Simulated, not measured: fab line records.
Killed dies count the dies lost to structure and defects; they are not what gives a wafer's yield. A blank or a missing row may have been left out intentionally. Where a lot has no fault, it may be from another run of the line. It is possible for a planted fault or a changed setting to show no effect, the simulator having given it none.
fab line records | flow sky130 | part 2 of 2: steps 24 to 32 of 32
[record] lots = 5 | wafers = 15 | lastDay = 49
route steps=708 shown METAL3@564 VIA3@573
lots that met no fault: from a run of the same line without faults
startH: hours from the record's opening day to when the first of the lot's shown wafers began | waitH: hours elapsed since this lot's preceding step | " as in the row above | L1.1+2: one row covering several wafers at once | - either no value or no given start | * or withheld: withheld | < > ~ a bound
route shown NAME@n: names a module that has steps shown in the file, with the first one's number in the route | usual: average and standard deviation across the fault-free wafers | same: alike in all rows | chamber/n: place in a boat | sites: readings site by site | _std_site: their standard deviation | _edge_site: inner sites' mean taken away from outer sites' mean | radiusMm: how far each site lies from the wafer's centre | mask NAME#n: copy n | behind: tool/chamber where the wafer was last shaped | hold: why the lot went on hold/how many hours it stayed there/how the hold came to an end | device: which transistor (n, p or np) failed to switch | end of line: at the end of the route, the tests of the same wafers | a step without rows: its recipe alone | killed: count of dies lost to structure and defects at first sort (not the wafer's yield) | map: dies across one wafer; x = killed, . = not, _ = none there
set.NAME: the setting that was run; set.NAME@STEP: the one run at that earlier step | model.NAME: the simulator's own value behind a step, which no gauge read
lots at selected steps of the route; one table per step, one row per wafer
services: a tool's chamber out of use, with start hour (startH, from the record's first day; less than 0 if before it), hours out, and reason
[[steps]]
[step SKY_VIA3_ETCH_14]
[recipe] chemistry = N2/H2 | target = BARC | ionEnergyEv = 200 | sourceW = 500 | biasW = 100 | pressureMtorr = 30 | n2FlowSccm = 100 | h2FlowSccm = 200 | stopOn = SiO2 | timeS = 45.9 | targetDepthA = 600
[usual] drypumpMotorCurrentA = 5.6/0.5 | oesProductAu = 0.855/0.0052 | throttleValvePct = 13.224/0.0091
lot.wafer | tool       | chamber | startH  | waitH | drypumpMotorCurrentA | oesProductAu | rfHoursCounterH | throttleValvePct
L079.1    | rieDiel-02 | 2       | 962.81  | 0.0   | 6.3                  | 0.842        | 10              | 13.219
L079.2    | "          | 0       | "       | "     | 5.5                  | 0.848        | 8               | 13.228
L079.6    | "          | 3       | "       | "     | 6.0                  | 0.854        | -               | 13.212
L080.1    | rieDiel-04 | 2       | 973.48  | 0.0   | 4.8                  | 0.849        | 22              | 13.228
L080.3    | "          | 1       | "       | "     | 5.8                  | 0.850        | 1               | 13.224
L080.5    | "          | 0       | "       | "     | 5.1                  | 0.858        | -               | 13.240
L082.1    | rieDiel-03 | 2       | 990.03  | 0.0   | 5.0                  | 0.850        | 26              | 13.227
L082.5    | "          | 2       | "       | "     | 5.0                  | 0.850        | -               | 13.216
L082.6    | "          | 3       | "       | "     | 6.4                  | 0.860        | -               | 13.196
L086.1    | rieDiel-03 | 1       | 1015.36 | 0.0   | 5.9                  | 0.853        | 12              | 13.223
L086.4    | "          | 1       | "       | "     | 5.9                  | 0.853        | -               | 13.223
L086.5    | "          | 3       | "       | "     | 6.4                  | 0.850        | -               | 13.223
L092.2    | rieDiel-02 | 1       | 1052.35 | 0.0   | 5.6                  | 0.858        | 13              | 13.227
L092.3    | "          | 2       | "       | "     | 6.3                  | 0.860        | 13              | 13.206
L092.6    | "          | 2       | "       | "     | 6.3                  | 0.853        | -               | 13.237
[step SKY_VIA3_ETCH_15]
[recipe] target = SiO2 | chemistry = C4F8/O2/Ar | targetDepthNm = 507 | stopOn = TiN | maskMaterial = KrF-thick | sourceW = 1500 | biasW = 1200 | pressureMtorr = 40 | c4f8FlowSccm = withheld | O2_flow_sccm = 6 | Ar_flow_sccm = 300 | timeS = 78
[usual] oesProductAu = 0.947/0.0048
lot.wafer | tool       | chamber | startH  | waitH | oesProductAu | rfHoursCounterH
L079.1    | rieDiel-02 | 2       | 962.86  | 0.0   | 0.959        | 10
L079.2    | "          | 0       | "       | "     | 0.948        | 8
L079.6    | "          | 3       | "       | "     | 0.937        | -
L080.1    | rieDiel-04 | 2       | 973.52  | 0.0   | 0.951        | 22
L080.3    | "          | 1       | "       | "     | 0.947        | 1
L080.5    | "          | 0       | "       | "     | 0.952        | -
L082.1    | rieDiel-03 | 2       | 990.07  | 0.0   | 0.949        | 26
L082.5    | "          | 2       | "       | "     | 0.947        | -
L082.6    | "          | 3       | "       | "     | 0.947        | -
L086.1    | rieDiel-03 | 1       | 1015.41 | 0.0   | 0.942        | 12
L086.4    | "          | 1       | "       | "     | 0.952        | -
L086.5    | "          | 3       | "       | "     | 0.950        | -
L092.2    | rieDiel-02 | 1       | 1052.39 | 0.0   | 0.947        | 13
L092.3    | "          | 2       | "       | "     | 0.948        | 13
L092.6    | "          | 2       | "       | "     | 0.948        | -
[step SKY_VIA3_STRIP_16]
[recipe] chemistry = O2/N2 | powerW = 1400 | pressureMtorr = 1500 | platenTempC = withheld | o2FlowSccm = 3000 | n2FlowSccm = 300 | overashFraction = 0.5
[usual] drypumpMotorCurrentA = 5.7/0.34 | oesProductAu = 0.402/0.0042 | stripTimeToEndpointS = 4.124/0.021
lot.wafer | tool           | chamber | startH  | waitH | drypumpMotorCurrentA | oesProductAu | rfHoursCounterH | stripTimeToEndpointS
L079.1    | plasmaAsher-02 | 1       | 962.92  | 0.0   | 5.6                  | 0.400        | 74              | 4.100
L079.2    | "              | 0       | "       | "     | 5.4                  | 0.399        | 74              | 4.099
L079.6    | "              | 0       | "       | "     | 5.4                  | 0.403        | -               | 4.116
L080.1    | plasmaAsher-01 | 0       | 973.58  | 0.0   | 5.8                  | 0.404        | 60              | 4.102
L080.3    | "              | 1       | "       | "     | 5.9                  | 0.405        | -               | 4.118
L080.5    | "              | 1       | "       | "     | 5.9                  | 0.407        | -               | 4.078
L082.1    | plasmaAsher-01 | 1       | 990.13  | 0.0   | 5.9                  | 0.400        | 62              | 4.128
L082.5    | "              | 1       | "       | "     | 5.9                  | 0.401        | -               | 4.135
L082.6    | "              | 0       | "       | "     | 5.7                  | 0.403        | -               | 4.124
L086.1    | plasmaAsher-03 | 1       | 1015.47 | 0.0   | 5.3                  | 0.401        | 122             | 4.174
L086.4    | "              | 0       | "       | "     | 6.4                  | 0.406        | -               | 4.158
L086.5    | "              | 0       | "       | "     | 6.4                  | 0.399        | -               | 4.123
L092.2    | plasmaAsher-01 | 1       | 1052.45 | 0.0   | 5.9                  | 0.400        | 68              | 4.090
L092.3    | "              | 0       | "       | "     | 5.7                  | 0.402        | -               | 4.096
L092.6    | "              | 0       | "       | "     | 5.7                  | 0.397        | -               | 4.055
[step SKY_VIA3_STRIP_17]
[recipe] chemistry = postEtchResidueRemover | timeS = 1200 | tempC = 72.5
[usual] tempC = 72.49/0.12
lot.wafer | tool        | chamber | startH  | waitH | tempC
L079.1    | wetBench-01 | 3       | 963.02  | 0.1   | 72.56
L079.2    | "           | 3       | "       | "     | 72.54
L079.6    | "           | 3       | "       | "     | 72.63
L080.1    | wetBench-03 | 0       | 973.68  | 0.1   | 72.61
L080.3    | "           | 0       | "       | "     | 72.64
L080.5    | "           | 0       | "       | "     | 72.52
L082.1    | wetBench-03 | 0       | 990.23  | 0.1   | 72.48
L082.5    | "           | 0       | "       | "     | 72.56
L082.6    | "           | 0       | "       | "     | 72.49
L086.1    | wetBench-04 | 2       | 1015.57 | 0.1   | 72.44
L086.4    | "           | 2       | "       | "     | 72.59
L086.5    | "           | 2       | "       | "     | 72.60
L092.2    | wetBench-04 | 0       | 1052.55 | 0.1   | 72.54
L092.3    | "           | 0       | "       | "     | 72.48
L092.6    | "           | 0       | "       | "     | 72.54
[step SKY_VIA3_CLEAN_18]
[recipe] chemistry = IPA | timeS = 180 | tempC = 25
[usual] tempC = 24.99/0.12
lot.wafer | tool        | chamber | startH  | waitH | tempC
L079.1    | wetBench-03 | 1       | 963.36  | 0.0   | 24.95
L079.2    | "           | 1       | "       | "     | 24.96
L079.6    | "           | 1       | "       | "     | 25.01
L080.1    | wetBench-01 | 3       | 974.02  | 0.0   | 24.96
L080.3    | "           | 3       | "       | "     | 25.00
L080.5    | "           | 3       | "       | "     | 24.82
L082.1    | wetBench-01 | 1       | 990.57  | 0.0   | 25.06
L082.5    | "           | 1       | "       | "     | 25.26
L082.6    | "           | 1       | "       | "     | 25.18
L086.1    | wetBench-03 | 0       | 1015.94 | 0.0   | 24.98
L086.4    | "           | 0       | "       | "     | 24.96
L086.5    | "           | 0       | "       | "     | 25.00
L092.2    | wetBench-01 | 3       | 1053.29 | 0.0   | 25.03
L092.3    | "           | 3       | "       | "     | 25.01
L092.6    | "           | 3       | "       | "     | 25.31
[step SKY_VIA3_CLEAN_19]
[recipe] chemistry = O3/DIW | dry = n2Spin
lot.wafer  | tool        | chamber | startH  | waitH
L079.1+2+6 | wetBench-01 | 3       | 963.42  | 0.0
L080.1+3+5 | wetBench-04 | 2       | 974.08  | 0.0
L082.1+5+6 | wetBench-03 | 2       | 990.63  | 0.0
L086.1+4+5 | wetBench-01 | 0       | 1016.00 | 0.0
L092.2+3+6 | wetBench-01 | 2       | 1053.35 | 0.0
[step SKY_VIA3_SPUTTER_20]
[recipe] material = TiN | targetThkNm = 20 | chamberPressurePa = 5 | powerW = 4000 | timeS = 80
[usual] throttleValvePct = 30.2/0.95
lot.wafer | tool          | chamber | startH  | waitH | throttleValvePct
L079.1    | pvdSputter-04 | -       | 963.51  | 0.0   | 30.5
L079.2    | "             | -       | "       | "     | 30.9
L079.6    | "             | -       | "       | "     | 30.1
L080.1    | pvdSputter-02 | -       | 974.26  | 0.0   | 29.7
L080.3    | "             | -       | "       | "     | 30.4
L080.5    | "             | -       | "       | "     | 28.1
L082.1    | pvdSputter-01 | -       | 990.72  | 0.0   | 30.5
L082.5    | "             | -       | "       | "     | 28.9
L082.6    | "             | -       | "       | "     | 30.7
L086.1    | pvdSputter-04 | -       | 1016.09 | 0.0   | 30.8
L086.4    | "             | -       | "       | "     | 30.4
L086.5    | "             | -       | "       | "     | 31.1
L092.2    | pvdSputter-01 | -       | 1053.44 | 0.0   | 30.1
L092.3    | "             | -       | "       | "     | 29.2
L092.6    | "             | -       | "       | "     | 30.3
[step SKY_VIA3_CVD_21]
[recipe] material = W | targetThkNm = 390 | timeS = 117.31 | tempC = 400 | pressureTorr = 40
[usual] heaterPowerW = 826/98
lot.wafer | tool    | chamber | startH  | waitH | heaterPowerW
L079.1    | cvdW-01 | 1       | 963.57  | 0.0   | 803
L079.2    | "       | 0       | "       | "     | 777
L079.6    | "       | 0       | "       | "     | 780
L080.1    | cvdW-02 | 0       | 974.32  | 0.0   | 997
L080.3    | "       | 0       | "       | "     | 972
L080.5    | "       | 0       | "       | "     | 964
L082.1    | cvdW-02 | 1       | 990.78  | 0.0   | 738
L082.5    | "       | 1       | "       | "     | 720
L082.6    | "       | 0       | "       | "     | 1000
L086.1    | cvdW-01 | 1       | 1016.15 | 0.0   | 802
L086.4    | "       | 0       | "       | "     | 767
L086.5    | "       | 0       | "       | "     | 763
L092.2    | cvdW-02 | 0       | 1053.51 | 0.0   | 987
L092.3    | "       | 1       | "       | "     | 763
L092.6    | "       | 0       | "       | "     | 994
[step SKY_VIA3_RS_MEAS_22]
[recipe] thkMeasGauge = four-point-probe | reads = W_of_VIA3_CVD_21+TiN_of_VIA3_SPUTTER_20
[usual] VIA3_W_RS = 0.294/0.0033
lot.wafer | tool         | chamber | startH  | waitH | VIA3_W_RS[ohm/sq]
L079.1    | filmMetro-01 | -       | 963.70  | 0.1   | 0.292
L079.2    | "            | -       | "       | "     | 0.295
L079.6    | "            | -       | "       | "     | 0.293
L080.1    | filmMetro-04 | -       | 974.45  | 0.1   | 0.296
L080.3    | "            | -       | "       | "     | 0.298
L080.5    | "            | -       | "       | "     | 0.294
L082.1    | filmMetro-04 | -       | 990.91  | 0.1   | 0.296
L082.5    | "            | -       | "       | "     | 0.291
L082.6    | "            | -       | "       | "     | 0.291
L086.1    | filmMetro-04 | -       | 1016.27 | 0.1   | 0.293
L086.4    | "            | -       | "       | "     | 0.288
L086.5    | "            | -       | "       | "     | 0.291
L092.2    | filmMetro-02 | -       | 1053.65 | 0.1   | 0.297
L092.3    | "            | -       | "       | "     | 0.296
L092.6    | "            | -       | "       | "     | 0.298
[[services]]
tool           | chamber | startH  | hours | kind
cmp-01         | -       | 915.66  | 0.9   | repair
wetBench-01    | -       | 916.51  | 3.4   | repair
krfScanner-01  | -       | 918.00  | 1.7   | repair
krfScanner-01  | -       | 922.65  | 1.0   | pm
hdpcvd-02      | 1       | 926.38  | 5.3   | repair
cvdW-02        | -       | 934.49  | 2.8   | pm
rieDiel-04     | 1       | 936.15  | 7.9   | repair
hdpcvd-02      | -       | 950.25  | 15.0  | pm
wetBench-01    | -       | 953.01  | 4.6   | repair
cvdW-02        | 0       | 954.77  | 8.1   | repair
plasmaAsher-02 | -       | 972.14  | 2.8   | pm
cmp-01         | -       | 972.18  | 6.4   | pm
krfScanner-01  | -       | 972.95  | 0.8   | pm
rieMetal-02    | 1       | 985.15  | 4.3   | repair
rieDiel-02     | 3       | 986.46  | 13.8  | repair
cmp-01         | -       | 992.53  | 2.1   | repair
wetBench-04    | -       | 994.86  | 1.0   | repair
rieDiel-02     | 0       | 1011.24 | 6.9   | repair
cvdW-02        | -       | 1013.99 | 3.8   | repair
wetBench-03    | -       | 1024.53 | 3.6   | repair
rieDiel-04     | 0       | 1037.37 | 8.9   | repair
wetBench-03    | -       | 1042.86 | 2.0   | repair
rieDiel-02     | -       | 1047.55 | 0.1   | repair
rieDiel-03     | 3       | 1049.68 | 1.5   | repair
